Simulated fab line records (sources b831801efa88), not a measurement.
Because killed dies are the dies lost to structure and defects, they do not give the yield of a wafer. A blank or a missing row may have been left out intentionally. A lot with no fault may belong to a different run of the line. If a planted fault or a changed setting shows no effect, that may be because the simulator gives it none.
fab line records | flow gf180mcu | part 1 of 2: steps 1 to 43 of 44
record: lots: 7 wafers: 21 last-day: 34
route steps=602 shown V4@496 MIM@503 M5@526 PASSIVATION@602
lots untouched by any fault: they come from a run of this same line in which no faults occurred
start-h: hours from the record's opening day to when the first of the lot's shown wafers began | wait-h: hours elapsed since this lot's preceding step | " repeats the value in the row above | L1.1+2: a single row standing in for several wafers | - no value, or no start was given | * or withheld: withheld | < > ~ a bound
route shown NAME@n: a module of which the file shows steps, and the number in the route of the first | usual: average and standard deviation across the fault-free wafers | same: alike in all rows | chamber/n: place in a boat | sites: readings site by site | _std_site: their standard deviation | _edge_site: outer sites' mean less inner sites' | radius-mm: how far each site lies from the wafer's centre | mask NAME#n: copy n | behind: the last tool/chamber to shape the wafer | hold: reason for holding the lot/hours on hold/outcome of the hold | device: which transistor (n, p or np) failed to switch | end of line: tests run on the same wafers once the route is complete | a step given without rows: its recipe and nothing more | killed: dies that structure and defects cost at the first sort, which is not the same as the wafer's yield | map: a wafer's dies, x killed, . not, _ none there
set.NAME: the setting the step ran with; set.NAME@STEP: the setting that earlier step ran with | model.NAME: the simulator's own value behind a step, which no gauge read
a table for each step, a row for each wafer; lots at some steps of the route
services: from which hour (start-h, from the record's first day; less than 0 if before it) a tool's chamber was out of use, for how many hours, and why
== steps ==
step: GF_V4_CLEAN_20
recipe: chemistry: DIW dry: n2-spin
step: GF_V4_SPUTTER_21
recipe: material: Ti target-thk-nm: 15 chamber-pressure-pa: 5 power-w: 2500 substrate-temp-c: 200 time-s: 80.02
step: GF_V4_SPUTTER_22
recipe: material: TiN target-thk-nm: 10 chamber-pressure-pa: 5 power-w: 4000 time-s: 40
step: GF_V4_CVD_23
recipe: material: W target-thk-nm: 350 time-s: 104.9 temp-c: 400 pressure-torr: 40
step: GF_V4_RS_MEAS_24
recipe: thk-meas-gauge: four-point-probe reads: W_of_V4_CVD_23+TiN_of_V4_SPUTTER_22+Ti_of_V4_SPUTTER_21
usual: V4_W_RS: 0.327/0.0031
columns lot.wafer tool chamber start-h wait-h V4_W_RS[ohm/sq]
L286.2 film-metro-01 - 594.64 0.1 0.327
L286.3 " - " " 0.327
L286.4 " - " " 0.330
L288.2 film-metro-03 - 609.99 0.1 0.328
L288.4 " - " " 0.322
L288.5 " - " " 0.329
L289.1 film-metro-01 - 621.21 0.1 0.330
L289.2 " - " " 0.333
L289.4 " - " " 0.330
L290.2 film-metro-01 - 628.58 0.1 0.328
L290.3 " - " " 0.325
L290.6 " - " " 0.327
L299.2 film-metro-01 - 690.10 0.1 0.331
L299.3 " - " " 0.330
L299.6 " - " " 0.331
L304.2 film-metro-03 - 723.56 0.1 0.324
L304.4 " - " " 0.323
L304.5 " - " " 0.325
L305.3 film-metro-02 - 731.45 0.1 0.330
L305.4 " - " " 0.327
L305.5 " - " " 0.327
step: GF_V4_THK_MEAS_25
recipe: thk-meas-gauge: xrf reads: W_of_V4_CVD_23
usual: V4_W_THK: 361/4.3
columns lot.wafer tool chamber start-h wait-h V4_W_THK[nm]
L286.2 film-metro-01 - 594.75 0.1 360
L286.3 " - " " 362
L286.4 " - " " 359
L288.2 film-metro-03 - 610.10 0.1 361
L288.4 " - " " 367
L288.5 " - " " 359
L289.1 film-metro-01 - 621.33 0.1 351
L289.2 " - " " 350
L289.4 " - " " 351
L290.2 film-metro-01 - 628.69 0.1 357
L290.3 " - " " 362
L290.6 " - " " 361
L299.2 film-metro-01 - 690.21 0.1 352
L299.3 " - " " 353
L299.6 " - " " 352
L304.2 film-metro-03 - 723.67 0.1 361
L304.4 " - " " 362
L304.5 " - " " 361
L305.3 film-metro-02 - 731.55 0.1 361
L305.4 " - " " 365
L305.5 " - " " 365
step: GF_V4_CMP_26
recipe: stop-on: SiO2 down-force-psi: 3.5 platen-rpm: 60 t-overpolish-s: 15 target-thk-nm: 0 pad-velocity-m-s: 0.94248
step: GF_MIM_SPUTTER_00
recipe: material: Ti target-thk-nm: 37.5 arriving-ion-energy-ev: 80 substrate-temp-c: 200 chamber-pressure-pa: 2 power-w: 4000 time-s: 150
usual: throttle-valve-pct: 30.2/0.77
columns lot.wafer tool chamber start-h wait-h throttle-valve-pct
L286.2 pvd-sputter-03 - 595.10 0.1 31.1
L286.3 " - " " 31.5
L286.4 " - " " 30.9
L288.2 pvd-sputter-04 - 610.45 0.2 28.7
L288.4 " - " " 30.3
L288.5 " - " " 30.0
L289.1 pvd-sputter-04 - 621.69 0.1 30.2
L289.2 " - " " 28.9
L289.4 " - " " 30.3
L290.2 pvd-sputter-03 - 629.04 0.1 31.0
L290.3 " - " " 29.3
L290.6 " - " " 29.2
L299.2 pvd-sputter-03 - 690.56 0.1 29.2
L299.3 " - " " 31.8
L299.6 " - " " 31.0
L304.2 pvd-sputter-03 - 724.02 0.1 31.6
L304.4 " - " " 31.0
L304.5 " - " " 30.4
L305.3 pvd-sputter-01 - 731.89 0.2 29.4
L305.4 " - " " 29.9
L305.5 " - " " 29.0
step: GF_MIM_SPUTTER_01
recipe: material: TiN target-thk-nm: 30 power-w: 6500 time-s: 25 chamber-pressure-pa: 0.4
usual: throttle-valve-pct: 30.2/0.77
columns lot.wafer tool chamber start-h wait-h throttle-valve-pct
L286.2 pvd-sputter-03 - 595.20 0.1 31.2
L286.3 " - " " 31.6
L286.4 " - " " 31.0
L288.2 pvd-sputter-04 - 610.55 0.1 28.7
L288.4 " - " " 30.6
L288.5 " - " " 30.1
L289.1 pvd-sputter-04 - 621.79 0.1 30.2
L289.2 " - " " 28.8
L289.4 " - " " 30.3
L290.2 pvd-sputter-03 - 629.14 0.1 31.0
L290.3 " - " " 29.5
L290.6 " - " " 29.1
L299.2 pvd-sputter-03 - 690.66 0.1 29.4
L299.3 " - " " 31.6
L299.6 " - " " 30.9
L304.2 pvd-sputter-03 - 724.12 0.1 31.6
L304.4 " - " " 31.1
L304.5 " - " " 30.8
L305.3 pvd-sputter-01 - 731.99 0.1 29.2
L305.4 " - " " 30.2
L305.5 " - " " 29.3
step: GF_MIM_SPUTTER_02
recipe: material: AlCu target-thk-nm: 450 power-w: 10600 time-s: 23.9 chamber-pressure-pa: 0.4
step: GF_MIM_SPUTTER_03
recipe: material: Ti target-thk-nm: 10 substrate-temp-c: 300 chamber-pressure-pa: 0.3 power-w: 3000 time-s: 6.7
step: GF_MIM_SPUTTER_04
recipe: material: TiN target-thk-nm: 50 power-w: 6500 time-s: 41.7 chamber-pressure-pa: 0.4
step: GF_MIM_CVD_05
recipe: material: Si3N4 target-thk-nm: 42 temp-max-c: 400 temp-c: 385 time-s: 29.086 rf-w: 450
usual: heater-power-w: 618/84 rf-fwd-power-W: 443.8/1.8
columns lot.wafer tool chamber start-h wait-h heater-power-w rf-fwd-power-W model.Si3N4_of_MIM_CVD_05.thk-nm
L286.2 pecvd-02 0 595.32 0.0 594 440.1 56.19
L286.3 " 2 " " 665 443.9 55.95
L286.4 " 0 " " 592 440.2 56.71
L288.2 pecvd-02 2 610.67 0.0 630 442.1 56.56
L288.4 " 1 " " 688 443.3 57.21
L288.5 " 0 " " 597 444.2 57.96
L289.1 pecvd-03 1 621.92 0.0 647 445.9 41.87
L289.2 " 2 " " 578 443.8 41.97
L289.4 " 2 " " 583 444.1 42.19
L290.2 pecvd-02 0 629.26 0.0 575 443.3 56.67
L290.3 " 0 " " 595 440.8 57.08
L290.6 " 0 " " 583 440.9 57.07
L299.2 pecvd-03 2 690.78 0.0 612 447.1 42.19
L299.3 " 1 " " 657 446.0 41.78
L299.6 " 2 " " 603 444.3 42.56
L304.2 pecvd-02 2 724.25 0.0 590 442.3 41.99
L304.4 " 1 " " 825 442.2 42.15
L304.5 " 2 " " 616 442.4 42.66
L305.3 pecvd-03 0 732.11 0.0 458 444.6 42.14
L305.4 " 0 " " 472 442.5 42.9
L305.5 " 2 " " 652 445.5 42.46
step: GF_MIM_THK_MEAS_06
recipe: reads: Si3N4_of_MIM_CVD_05
usual: MIM_CVD_05_THK: 42.0/0.41
columns lot.wafer tool chamber start-h wait-h MIM_CVD_05_THK[nm]
L286.2 film-metro-01 - 595.36 0.0 56.2
L286.3 " - " " 55.9
L286.4 " - " " 56.7
L288.2 film-metro-01 - 610.71 0.0 56.6
L288.4 " - " " 57.2
L288.5 " - " " 57.9
L289.1 film-metro-03 - 621.95 0.0 41.9
L289.2 " - " " 42.0
L289.4 " - " " 42.2
L290.2 film-metro-01 - 629.32 0.0 56.7
L290.3 " - " " 57.1
L290.6 " - " " 57.1
L299.2 film-metro-04 - 690.82 0.0 42.1
L299.3 " - " " 41.8
L299.6 " - " " 42.6
L304.2 film-metro-04 - 724.29 0.0 42.0
L304.4 " - " " 42.1
L304.5 " - " " 42.6
L305.3 film-metro-03 - 732.16 0.0 42.1
L305.4 " - " " 42.9
L305.5 " - " " 42.5
step: GF_MIM_SPUTTER_07
recipe: material: TiN target-thk-nm: 60 power-w: 6500 time-s: 50 chamber-pressure-pa: 0.4
usual: throttle-valve-pct: 30.2/0.84
columns lot.wafer tool chamber start-h wait-h throttle-valve-pct
L286.2 pvd-sputter-04 - 595.41 0.0 30.4
L286.3 " - " " 30.4
L286.4 " - " " 28.4
L288.2 pvd-sputter-03 - 610.76 0.0 31.6
L288.4 " - " " 31.1
L288.5 " - " " 31.6
L289.1 pvd-sputter-03 - 622.01 0.1 30.5
L289.2 " - " " 31.6
L289.4 " - " " 31.1
L290.2 pvd-sputter-01 - 629.37 0.0 30.1
L290.3 " - " " 29.7
L290.6 " - " " 30.3
L299.2 pvd-sputter-04 - 690.87 0.0 30.2
L299.3 " - " " 28.7
L299.6 " - " " 28.4
L304.2 pvd-sputter-01 - 724.34 0.0 29.2
L304.4 " - " " 30.2
L304.5 " - " " 29.9
L305.3 pvd-sputter-03 - 732.20 0.0 29.3
L305.4 " - " " 29.3
L305.5 " - " " 31.4
step: GF_MIM_SPUTTER_08
recipe: material: AlCu target-thk-nm: 200 power-w: 10600 time-s: 10.6 chamber-pressure-pa: 0.4
step: GF_MIM_SPUTTER_09
recipe: material: TiN target-thk-nm: 35 power-w: 6500 time-s: 29.2 chamber-pressure-pa: 0.4
step: GF_MIM_RS_MEAS_10
recipe: thk-meas-gauge: four-point-probe reads: TiN_of_MIM_SPUTTER_09+AlCu_of_MIM_SPUTTER_08+TiN_of_MIM_SPUTTER_07
usual: MIM_ALCU_RS: 0.1601/0.0014
columns lot.wafer tool chamber start-h wait-h MIM_ALCU_RS[ohm/sq]
L286.2 film-metro-04 - 595.53 0.0 0.1588
L286.3 " - " " 0.1596
L286.4 " - " " 0.1588
L288.2 film-metro-01 - 610.88 0.0 0.1630
L288.4 " - " " 0.1621
L288.5 " - " " 0.1634
L289.1 film-metro-04 - 622.11 0.0 0.1594
L289.2 " - " " 0.1594
L289.4 " - " " 0.1586
L290.2 film-metro-03 - 629.51 0.0 0.1613
L290.3 " - " " 0.1606
L290.6 " - " " 0.1619
L299.2 film-metro-04 - 690.99 0.0 0.1611
L299.3 " - " " 0.1613
L299.6 " - " " 0.1609
L304.2 film-metro-01 - 724.46 0.0 0.1586
L304.4 " - " " 0.1596
L304.5 " - " " 0.1600
L305.3 film-metro-04 - 732.34 0.1 0.1590
L305.4 " - " " 0.1587
L305.5 " - " " 0.1593
step: GF_MIM_THK_MEAS_11
recipe: thk-meas-gauge: xrf reads: AlCu_of_MIM_SPUTTER_08
usual: MIM_ALCU_THK: 195.4/1.7
columns lot.wafer tool chamber start-h wait-h MIM_ALCU_THK[nm]
L286.2 film-metro-04 - 595.64 0.1 196.2
L286.3 " - " " 195.7
L286.4 " - " " 196.7
L288.2 film-metro-01 - 610.99 0.1 192.6
L288.4 " - " " 194.7
L288.5 " - " " 193.8
L289.1 film-metro-04 - 622.23 0.1 195.0
L289.2 " - " " 194.0
L289.4 " - " " 196.6
L290.2 film-metro-03 - 629.62 0.1 192.4
L290.3 " - " " 194.6
L290.6 " - " " 192.1
L299.2 film-metro-04 - 691.10 0.1 193.5
L299.3 " - " " 194.8
L299.6 " - " " 196.6
L304.2 film-metro-01 - 724.57 0.1 198.9
L304.4 " - " " 197.8
L304.5 " - " " 196.1
L305.3 film-metro-04 - 732.44 0.1 196.0
L305.4 " - " " 195.7
L305.5 " - " " 194.4
step: GF_MIM_DEHYDRATE_12
recipe: temp-c: 200 time-s: 60
step: GF_MIM_HMDS_13
recipe: prime-time-s: 60 prime-temp-c: 120
step: GF_MIM_COAT_14
recipe: resist: NOVOLAK spin-rpm: 3000 resist-thk-nm: 1000
step: GF_MIM_SOFTBAKE_15
recipe: temp-c: 90 time-s: 60 resist: NOVOLAK
step: GF_MIM_EXPOSE_16
recipe: mask-id: FuseTop target-cd-nm: 2000 na: 0.6 source-shape: conventional sigma-outer: 0.6 dose-mj: 140
step: GF_MIM_PEB_17
recipe: temp-c: withheld time-s: * resist: NOVOLAK
step: GF_MIM_DEVELOP_18
recipe: develop-time-s: 60 dev-temp-c: 23
step: GF_MIM_METAL_ETCH_19
recipe: chemistry: Cl2/BCl3 mask-material: NOVOLAK stop-on: Si3N4 target-depth-nm: 324.5 pressure-mtorr: 8 icp-w: 800 bias-w: 140 Cl2_flow_sccm: 80 bcl3-flow-sccm: 40 time-s: 54.1
step: GF_MIM_STRIP_20
recipe: chemistry: O2/N2 power-w: 1400 pressure-mtorr: 1500 platen-temp-c: 250 o2-flow-sccm: 3000 n2-flow-sccm: 300 overash-fraction: 0.5
step: GF_MIM_STRIP_21
recipe: chemistry: post-etch-residue-remover time-s: 1200 temp-c: 72.5
step: GF_MIM_CLEAN_22
recipe: chemistry: DIW dry: n2-spin
step: GF_M5_DEHYDRATE_00
recipe: temp-c: 200 time-s: 60
step: GF_M5_HMDS_01
recipe: prime-time-s: 60 prime-temp-c: 120
step: GF_M5_COAT_02
recipe: resist: KrF spin-rpm: withheld resist-thk-nm: 1000
step: GF_M5_SOFTBAKE_03
recipe: temp-c: 130 time-s: 60 resist: KrF
step: GF_M5_EXPOSE_04
recipe: mask-id: Metal5 target-cd-nm: 280 na: 0.68 source-shape: conventional sigma-outer: 0.6 dose-mj: 28
step: GF_M5_PEB_05
recipe: peb-temp-c: 135 peb-time-s: 90 resist: KrF
step: GF_M5_DEVELOP_06
recipe: develop-time-s: 60 dev-temp-c: 21
step: GF_M5_CD_MEAS_07
recipe: target-cd-nm: 280
usual: cd-nm: 280.2/1.1
columns lot.wafer tool chamber start-h wait-h cd-nm
L286.2 cd-sem-01 - 635.86 0.1 279.8
L286.3 " - " " 279.6
L286.4 " - " " 279.5
L288.2 cd-sem-01 - 650.70 0.1 278.3
L288.4 " - " " 280.2
L288.5 " - " " 279.3
L289.1 cd-sem-01 - 661.74 0.1 280.4
L289.2 " - " " 280.3
L289.4 " - " " 279.6
L290.2 cd-sem-01 - 668.70 0.1 280.7
L290.3 " - " " 279.7
L290.6 " - " " 280.8
L299.2 cd-sem-01 - 726.75 0.1 279.8
L299.3 " - " " 280.4
L299.6 " - " " 280.1
L304.2 cd-sem-02 - 758.56 0.1 282.5
L304.4 " - " " 282.1
L304.5 " - " " 282.7
L305.3 cd-sem-01 - 765.93 0.1 280.6
L305.4 " - " " 280.8
L305.5 " - " " 280.7
step: GF_M5_OVL_MEAS_08
usual: M5_OVL: -5/4.8
columns lot.wafer tool chamber start-h wait-h M5_OVL[nm]
L286.2 overlay-01 - 635.96 0.1 -7
L286.3 " - " " -7
L286.4 " - " " -4
L288.2 overlay-02 - 650.81 0.1 3
L288.4 " - " " 6
L288.5 " - " " 3
L289.1 overlay-01 - 661.86 0.1 -3
L289.2 " - " " 2
L289.4 " - " " -3
L290.2 overlay-01 - 668.80 0.1 -10
L290.3 " - " " -17
L290.6 " - " " -10
L299.2 overlay-02 - 726.85 0.1 -13
L299.3 " - " " -10
L299.6 " - " " -15
L304.2 overlay-01 - 758.66 0.1 -6
L304.4 " - " " -5
L304.5 " - " " -9
L305.3 overlay-01 - 766.02 0.1 -6
L305.4 " - " " -4
L305.5 " - " " -6
step: GF_M5_ETCH_09
recipe: chemistry: CF4/O2 target: Si3N4 target-depth-nm: 52 source-w: 800 bias-w: 150 pressure-mtorr: 150 cf4-flow-sccm: 80 O2_flow_sccm: 10 time-s: 11.6
usual: drypump-motor-current-A: 5.6/0.36 oes-product-au: 1.000/0.0072 rf-fwd-power-W: 787/4.1 throttle-valve-pct: 5.971/0.0091
columns lot.wafer tool chamber start-h wait-h drypump-motor-current-A oes-product-au rf-fwd-power-W rf-hours-counter-h throttle-valve-pct
L286.2 rie-diel-03 2 635.99 0.0 5.2 1.002 791 9 5.968
L286.3 " 3 " " 6.1 1.008 788 30 5.966
L286.4 " 2 " " 5.2 0.999 791 - 5.978
L288.2 rie-diel-03 0 650.84 0.0 5.7 0.997 783 22 5.971
L288.4 " 1 " " 5.4 1.000 788 9 5.973
L288.5 " 2 " " 5.3 0.990 792 - 5.955
L289.1 rie-diel-02 0 661.89 0.0 5.5 0.997 782 6 5.970
L289.2 " 1 " " 4.7 0.998 782 47 5.953
L289.4 " 2 " " 6.1 0.996 788 2 5.966
L290.2 rie-diel-02 0 668.83 0.0 5.6 0.994 783 6 5.964
L290.3 " 2 " " 6.1 1.005 785 3 5.959
L290.6 " 3 " " 5.3 1.007 789 - 5.981
L299.2 rie-diel-01 3 726.88 0.0 5.8 0.997 793 6 5.984
L299.3 " 2 " " 5.9 1.007 785 11 5.973
L299.6 " 3 " " 5.8 0.999 793 - 5.964
L304.2 rie-diel-03 2 758.69 0.0 5.2 0.999 791 14 5.973
L304.4 " 3 " " 6.1 0.993 784 35 5.974
L304.5 " 2 " " 5.2 1.001 790 - 5.974
L305.3 rie-diel-03 0 766.04 0.0 5.7 1.009 786 27 5.985
L305.4 " 2 " " 5.2 1.008 793 14 5.961
L305.5 " 1 " " 5.4 1.006 789 - 5.978
step: GF_M5_METAL_ETCH_10
recipe: chemistry: Cl2/BCl3 mask-material: KrF target-depth-nm: 627.5 stop-on: SiO2 pressure-mtorr: 8 icp-w: 800 bias-w: 140 Cl2_flow_sccm: 80 bcl3-flow-sccm: 40 time-s: 104.6
usual: drypump-motor-current-A: 5.95/0.22 oes-product-au: 0.972/0.0058 rf-fwd-power-W: 794.6/2.7 throttle-valve-pct: 28.250/0.011
columns lot.wafer tool chamber start-h wait-h drypump-motor-current-A oes-product-au rf-fwd-power-W rf-hours-counter-h throttle-valve-pct
L286.2 rie-metal-04 0 636.02 0.0 5.95 0.971 796.4 4.1 28.261
L286.3 " 1 " " 5.74 0.976 792.1 - 28.254
L286.4 " 0 " " 5.95 0.975 793.7 - 28.255
L288.2 rie-metal-02 0 650.86 0.0 6.15 0.965 795.9 2.6 28.229
L288.4 " 0 " " 6.13 0.972 793.7 - 28.247
L288.5 " 0 " " 6.15 0.969 797.3 - 28.239
L289.1 rie-metal-04 0 661.92 0.0 5.93 0.971 795.0 5.0 28.260
L289.2 " 1 " " 5.74 0.964 794.5 8.5 28.246
L289.4 " 0 " " 5.95 0.964 796.3 - 28.275
L290.2 rie-metal-01 0 668.86 0.0 6.35 0.979 793.9 4.7 28.241
L290.3 " 1 " " 5.63 0.968 794.9 - 28.252
L290.6 " 1 " " 5.63 0.962 794.8 - 28.248
L299.2 rie-metal-01 0 726.91 0.0 6.34 0.960 791.9 6.8 28.263
L299.3 " 1 " " 5.63 0.965 796.3 - 28.259
L299.6 " 0 " " 6.31 0.964 793.4 - 28.264
L304.2 rie-metal-01 0 758.72 0.0 6.37 0.975 800.2 8.0 28.249
L304.4 " 0 " " 6.34 0.986 799.1 - 28.247
L304.5 " 1 " " 5.65 0.976 794.6 - 28.266
L305.3 rie-metal-04 0 766.10 0.0 5.95 0.973 797.4 - 28.233
L305.4 " 1 " " 5.71 0.971 790.0 - 28.246
L305.5 " 1 " " 5.71 0.989 789.8 - 28.250
step: GF_M5_STRIP_11
recipe: chemistry: O2/N2 power-w: 1400 pressure-mtorr: 1500 platen-temp-c: 250 o2-flow-sccm: 3000 n2-flow-sccm: 300 overash-fraction: 0.5
step: GF_M5_STRIP_12
recipe: chemistry: post-etch-residue-remover time-s: 1200 temp-c: 72.5
columns lot.wafer tool chamber start-h wait-h model.Si3N4_of_MIM_CVD_05.thk-nm
L286.2 wet-bench-03 1 636.23 0.1 55.46
L286.3 " 1 " " 55.23
L286.4 " 1 " " 55.99
L288.2 wet-bench-03 1 651.07 0.1 55.84
L288.4 " 1 " " 56.48
L288.5 " 1 " " 57.24
L289.1 wet-bench-03 1 662.13 0.1 41.15
L289.2 " 1 " " 41.25
L289.4 " 1 " " 41.46
L290.2 wet-bench-04 1 669.07 0.1 55.95
L290.3 " 1 " " 56.36
L290.6 " 1 " " 56.34
L299.2 wet-bench-03 0 727.12 0.1 41.47
L299.3 " 0 " " 41.05
L299.6 " 0 " " 41.84
L304.2 wet-bench-03 0 758.93 0.1 41.27
L304.4 " 0 " " 41.43
L304.5 " 0 " " 41.94
L305.3 wet-bench-02 0 766.28 0.0 41.42
L305.4 " 0 " " 42.18
L305.5 " 0 " " 41.74
== key ==
first-sign: step: GF_MIM_THK_MEAS_06 reading: MIM_CVD_05_THK direction: up sigmas: 36 usual: 42.0 struck: 56.8
effect none on later readings
model-effect: step: GF_MIM_CVD_05 value: Si3N4_of_MIM_CVD_05.thk-nm without: 42.06 struck: 56.82
model-effect: step: GF_M5_STRIP_12 value: Si3N4_of_MIM_CVD_05.thk-nm without: 41.33 struck: 56.1
model-effect: step: GF_PASSIVATION_PROBE_99 value: etest.tester.sort-n-pass without: 445.3 struck: 147.3
met-at GF_MIM_CVD_05
struck-wafers L286.2,L286.3,L286.4,L288.2,L288.4,L288.5,L290.2,L290.3,L290.6
fault: kind: process-parameter-drift tool: pecvd-02 chamber: - onset-h: 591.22 steps: GF_MIM_CVD_05 channel: target-thk-nm offset: 14.766 shape: step end-h: 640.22 acts-in: these-recipes-only stated: 42
